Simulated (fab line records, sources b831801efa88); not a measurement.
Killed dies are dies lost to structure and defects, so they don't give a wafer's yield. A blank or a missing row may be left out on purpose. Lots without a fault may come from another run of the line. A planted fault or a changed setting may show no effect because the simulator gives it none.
Which tool did it? | flow sky130 | 12 lots, 36 wafers sampled, at 1 step of a route of 708

WHAT THE GAUGES READ, wafer by wafer
SKY_LDD_N_OVL_MEAS_07.
lot  | measured     | on         | LDD_N_OVL (nm)
L075 | day 18 06:43 | overlay-01 | -0.5 -1.0 -2.9
L077 | day 19 06:37 | overlay-01 | 3.5 -0.5 -0.4
L080 | day 20 03:40 | overlay-02 | -0.3 1.2 -0.1
L081 | day 20 11:03 | overlay-01 | -1.3 -2.5 -0.1
L083 | day 21 07:15 | overlay-02 | 1.1 -0.1 -0.2
L084 | day 21 22:54 | overlay-01 | 0.3 -1.9 0.4
L087 | day 22 15:02 | overlay-01 | -1.6 -0.6 -0.6
L089 | day 23 10:21 | overlay-01 | -2.6 -1.7 -0.2
L092 | day 24 12:52 | overlay-01 | -1.1 -4.0 -1.4
L093 | day 24 21:31 | overlay-01 | -1.8 -2.3 -1.6
L096 | day 25 19:48 | overlay-01 | -0.8 -3.3 -2.0
L097 | day 26 14:24 | overlay-01 | -0.5 -0.3 -0.1

WHICH TOOL RAN EACH LOT (tool, then ch and the chambers of the sampled wafers, then the start)
The record holds no process step before these readings.

THE ANSWER, worked out from the rows above alone
Rule: what is usual is taken from the lots themselves. Put in order of their means at a reading, lots are off if they are a third of the lots or fewer, leave a main group of 4 or more, and stand apart from it by a gap of 3 or more times the standard deviation of the main group's means; of several such gaps the widest counts. A main group whose means are all the same, to the digits that the tables above print for the reading, isn't used. A lot without any number at a reading at which 4 lots or more have one is off too. The other lots that the step has rows for count as sound.
No lot is off at any reading shown: from this, nothing can be told.

WHAT THE SIMULATOR HAD PUT IN
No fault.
